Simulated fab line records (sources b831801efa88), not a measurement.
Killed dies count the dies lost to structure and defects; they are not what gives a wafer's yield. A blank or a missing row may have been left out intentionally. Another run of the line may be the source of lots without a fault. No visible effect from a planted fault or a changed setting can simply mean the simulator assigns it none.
fab line records | flow gf180mcu
record: lots: 6 wafers: 18 last_day: 34
route steps=602 shown MIM@524 M5@526
lots that met no fault: from a run of the same line without faults
start_h: hours from the record's first day to the start of the lot's first wafer shown | wait_h: hours since the lot's step before | " repeats the value in the row above | L1.1+2: several wafers, shown together as one row | - no value, or no start given | * or withheld: withheld | < > ~ a bound
route shown NAME@n: NAME is a module with steps in the file, n the number in the route of the first one | usual: the fault-free wafers' mean and standard deviation | same: alike in all rows | chamber/n: place in a boat | sites: each site's reading | _std_site: the standard deviation of these | _edge_site: the outer-site mean with the inner-site mean subtracted | radius_mm: how far each site lies from the wafer's centre | mask NAME#n: copy n | behind: tool/chamber where the wafer was last shaped | hold: why the lot was held/for how many hours/how that ended | device: the transistor (n, p or np) that didn't switch | end of line: tests run on the same wafers once the route is complete | where a step has no rows: the recipe by itself | killed: the dies lost at the first sort to structure and to defects; this is not the yield of the wafer | map: shows each die of a wafer: x if killed, . if not, _ if none is there
set.NAME: the run value of the setting; set.NAME@STEP: its run value at that earlier step | model.NAME: the simulator's own value behind a step, which no gauge read
lots at selected steps of the route; one table per step, one row per wafer
services: from which hour (start_h, from the record's first day; less than 0 if before it) a tool's chamber was out of use, for how many hours, and why
== steps ==
step: GF_MIM_STRIP_21
recipe: chemistry: post_etch_residue_remover time_s: 1200 temp_c: 72.5
step: GF_MIM_CLEAN_22
recipe: chemistry: DIW dry: n2_spin
step: GF_M5_DEHYDRATE_00
recipe: temp_c: 200 time_s: 60
step: GF_M5_HMDS_01
recipe: prime_time_s: 60 prime_temp_c: 120
step: GF_M5_COAT_02
recipe: resist: KrF spin_rpm: withheld resist_thk_nm: 1000
step: GF_M5_SOFTBAKE_03
recipe: temp_c: 130 time_s: 60 resist: KrF
step: GF_M5_EXPOSE_04
recipe: mask_id: Metal5 target_cd_nm: 280 na: 0.68 source_shape: conventional sigma_outer: 0.6 dose_mj: 28.28
step: GF_M5_PEB_05
recipe: peb_temp_c: 135 peb_time_s: 90 resist: KrF
step: GF_M5_DEVELOP_06
recipe: develop_time_s: 60 dev_temp_c: 21
step: GF_M5_CD_MEAS_07
recipe: target_cd_nm: 280
usual: cd_nm: 279.6/1.2
columns lot.wafer tool chamber start_h wait_h cd_nm
L703.4 cd_sem-01 - 607.44 0.1 282.5
L703.5 " - " " 281.6
L703.6 " - " " 281.8
L704.1 cd_sem-01 - 618.28 0.1 279.6
L704.2 " - " " 278.5
L704.4 " - " " 278.9
L707.2 cd_sem-01 - 634.41 0.1 278.0
L707.5 " - " " 277.4
L707.6 " - " " 278.2
L708.3 cd_sem-01 - 660.42 0.1 280.7
L708.4 " - " " 280.2
L708.5 " - " " 281.0
L719.3 cd_sem-01 - 723.36 0.1 280.9
L719.4 " - " " 281.6
L719.5 " - " " 280.2
L723.3 cd_sem-02 - 749.23 0.1 280.6
L723.5 " - " " 280.5
L723.6 " - " " 279.1
step: GF_M5_OVL_MEAS_08
usual: M5_OVL: 1/4.8
columns lot.wafer tool chamber start_h wait_h M5_OVL[nm]
L703.4 overlay-02 - 607.52 0.1 9
L703.5 " - " " 6
L703.6 " - " " 4
L704.1 overlay-01 - 618.40 0.1 12
L704.2 " - " " 4
L704.4 " - " " 3
L707.2 overlay-01 - 634.51 0.1 2
L707.5 " - " " 2
L707.6 " - " " 3
L708.3 overlay-02 - 660.51 0.1 -2
L708.4 " - " " -6
L708.5 " - " " 2
L719.3 overlay-01 - 723.45 0.1 -6
L719.4 " - " " -4
L719.5 " - " " -2
L723.3 overlay-01 - 749.32 0.1 1
L723.5 " - " " 3
L723.6 " - " " 7
step: GF_M5_ETCH_09
recipe: chemistry: CF4/O2 target: Si3N4 target_depth_nm: 52 source_w: 800 bias_w: 150 pressure_mtorr: 150 cf4_flow_sccm: 80 O2_flow_sccm: 10 time_s: 11.6
usual: drypump_motor_current_A: 5.8/0.51 oes_product_au: 1.000/0.0096 throttle_valve_pct: 5.970/0.0093
columns lot.wafer tool chamber start_h wait_h drypump_motor_current_A oes_product_au rf_hours_counter_h throttle_valve_pct
L703.4 rie_diel-01 1 607.54 0.0 6.3 0.994 46 5.969
L703.5 " 3 " " 5.3 1.010 - 5.989
L703.6 " 2 " " 4.9 1.006 - 5.976
L704.1 rie_diel-01 1 618.44 0.0 6.2 0.988 46 5.980
L704.2 " 2 " " 4.9 1.015 6 5.963
L704.4 " 3 " " 5.3 1.017 2 5.985
L707.2 rie_diel-01 2 634.54 0.0 4.9 0.993 6 5.971
L707.5 " 1 " " 6.2 0.985 - 5.968
L707.6 " 0 " " 5.1 1.003 - 5.989
L708.3 rie_diel-04 2 660.54 0.0 6.3 1.000 9 5.985
L708.4 " 0 " " 5.9 0.995 13 5.992
L708.5 " 0 " " 5.9 0.991 - 5.975
L719.3 rie_diel-03 0 723.48 0.0 5.7 0.994 21 5.961
L719.4 " 1 " " 5.9 0.987 14 5.953
L719.5 " 0 " " 5.7 1.001 - 5.976
L723.3 rie_diel-01 0 749.34 0.0 5.1 1.002 17 5.975
L723.5 " 0 " " 5.1 1.001 - 5.958
L723.6 " 1 " " 6.2 1.001 - 5.959
step: GF_M5_METAL_ETCH_10
recipe: chemistry: Cl2/BCl3 mask_material: KrF target_depth_nm: 750.8 stop_on: SiO2 pressure_mtorr: 8 icp_w: 800 bias_w: 140 Cl2_flow_sccm: 80 bcl3_flow_sccm: 40 time_s: 125.1
usual: drypump_motor_current_A: 5.5/0.31 oes_product_au: 0.992/0.0056 throttle_valve_pct: 28.229/0.0098
columns lot.wafer tool chamber start_h wait_h drypump_motor_current_A oes_product_au rf_hours_counter_h throttle_valve_pct model.KrF_of_M5_COAT_02.thk_nm
L703.4 rie_metal-04 1 607.60 0.1 5.6 0.998 - 28.208 651.8
L703.5 " 1 " " 5.6 0.993 - 28.215 648.6
L703.6 " 0 " " 5.2 1.000 - 28.242 650.7
L704.1 rie_metal-02 0 618.46 0.0 5.9 0.993 1 28.231 646.6
L704.2 " 1 " " 5.0 0.991 7 28.225 649.9
L704.4 " 1 " " 5.0 0.978 - 28.232 658.8
L707.2 rie_metal-02 0 634.57 0.0 5.9 0.784 2 28.473 759.2
L707.5 " 0 " " 5.9 0.774 - 28.474 760.3
L707.6 " 1 " " 5.1 0.762 - 28.472 765.6
L708.3 rie_metal-02 0 660.60 0.1 5.9 0.775 - 28.464 763
L708.4 " 1 " " 5.0 0.763 - 28.488 767.4
L708.5 " 0 " " 5.9 0.775 - 28.486 760.9
L719.3 rie_metal-04 1 723.54 0.1 5.6 1.001 - 28.229 646.7
L719.4 " 0 " " 5.2 0.999 - 28.221 645.2
L719.5 " 0 " " 5.2 0.996 - 28.226 643.6
L723.3 rie_metal-01 1 749.41 0.1 5.9 0.997 - 28.217 647.8
L723.5 " 1 " " 5.9 0.990 - 28.226 649.2
L723.6 " 0 " " 5.5 0.992 - 28.230 649
step: GF_M5_STRIP_11
recipe: chemistry: O2/N2 power_w: 1400 pressure_mtorr: 1500 platen_temp_c: 250 o2_flow_sccm: 3000 n2_flow_sccm: 300 overash_fraction: 0.5
usual: drypump_motor_current_A: 5.9/0.6 heater_power_w: 373/53 oes_product_au: 0.524/0.0053 strip_time_to_endpoint_s: 7.03/0.046
columns lot.wafer tool chamber start_h wait_h drypump_motor_current_A heater_power_w oes_product_au rf_hours_counter_h strip_time_to_endpoint_s
L703.4 plasma_asher-02 1 607.72 0.1 6.2 451 0.524 - 7.07
L703.5 " 0 " " 6.3 376 0.520 - 7.02
L703.6 " 1 " " 6.2 445 0.521 - 7.06
L704.1 plasma_asher-03 1 618.59 0.1 6.3 313 0.528 94 7.03
L704.2 " 0 " " 5.6 440 0.524 94 7.06
L704.4 " 1 " " 6.3 315 0.529 - 7.14
L707.2 plasma_asher-02 1 634.70 0.1 6.2 453 0.563 51 8.12
L707.5 " 0 " " 6.3 367 0.570 - 8.11
L707.6 " 1 " " 6.2 452 0.575 - 8.16
L708.3 plasma_asher-03 0 660.72 0.1 5.6 439 0.573 - 8.14
L708.4 " 1 " " 6.3 309 0.566 - 8.20
L708.5 " 1 " " 6.3 315 0.568 - 8.14
L719.3 plasma_asher-04 1 723.66 0.1 4.7 341 0.519 - 7.01
L719.4 " 0 " " 6.2 325 0.526 - 7.00
L719.5 " 1 " " 4.7 342 0.522 - 6.99
L723.3 plasma_asher-03 0 749.53 0.1 5.5 398 0.527 - 7.02
L723.5 " 1 " " 6.3 331 0.522 - 7.03
L723.6 " 0 " " 5.5 397 0.527 - 7.04
step: GF_M5_STRIP_12
recipe: chemistry: post_etch_residue_remover time_s: 1200 temp_c: 72.5
== services ==
columns tool chamber start_h hours kind
rie_diel-03 3 605.99 23.3 repair
rie_diel-03 0 611.73 18.6 repair
plasma_asher-02 - 627.89 6.4 repair
rie_metal-01 1 650.09 - clean
rie_metal-01 1 650.09 14.9 scheduled_down
rie_metal-01 1 650.09 14.9 vent_cycle
plasma_asher-02 - 664.72 0.9 repair
plasma_asher-04 - 667.70 1.2 repair
rie_diel-04 3 674.01 - clean
rie_diel-04 3 674.01 16.2 scheduled_down
rie_diel-04 3 674.01 16.2 vent_cycle
rie_diel-03 3 682.84 14.9 repair
rie_diel-03 2 698.62 6.4 repair
rie_metal-01 - 720.09 4.3 pm
plasma_asher-03 - 722.35 2.4 repair
plasma_asher-03 - 733.75 9.0 pm
plasma_asher-03 0 733.75 9.0 vent_cycle
plasma_asher-03 1 733.75 9.0 vent_cycle
plasma_asher-03 0 742.75 - clean
plasma_asher-03 1 742.75 - clean
== key ==
first_sign: step: GF_M5_METAL_ETCH_10 reading: oes_product_au direction: down sigmas: 39 usual: 0.992 struck: 0.772
effect: step: GF_M5_METAL_ETCH_10 reading: throttle_valve_pct direction: up sigmas: 25 usual: 28.229 struck: 28.476
effect: step: GF_M5_STRIP_11 reading: strip_time_to_endpoint_s direction: up sigmas: 24 usual: * struck: *
model_effect: step: GF_M5_METAL_ETCH_10 value: KrF_of_M5_COAT_02.thk_nm without: 646.2 struck: 762.7
met_at GF_M5_METAL_ETCH_10
struck_wafers L707.2,L707.5,L707.6,L708.3,L708.4,L708.5
later_rows_left_out L707.2,L707.5,L707.6,L708.3,L708.4,L708.5
sort_left_out L707.2,L707.5,L707.6,L708.3,L708.4,L708.5
onset_between 618.46 634.57
fault: kind: process_parameter_drift tool: rie_metal-02 chamber: - onset_h: 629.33 steps: GF_M5_METAL_ETCH_10 channel: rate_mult offset: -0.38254 shape: step end_h: 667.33
sort_left_out: the simulated sort isn't trusted on such a fault, so these wafers' sort isn't shown, and their yield isn't known
later_rows_left_out: the simulator's readings of these wafers behind a module that went badly wrong aren't trusted and aren't shown, but for the sort
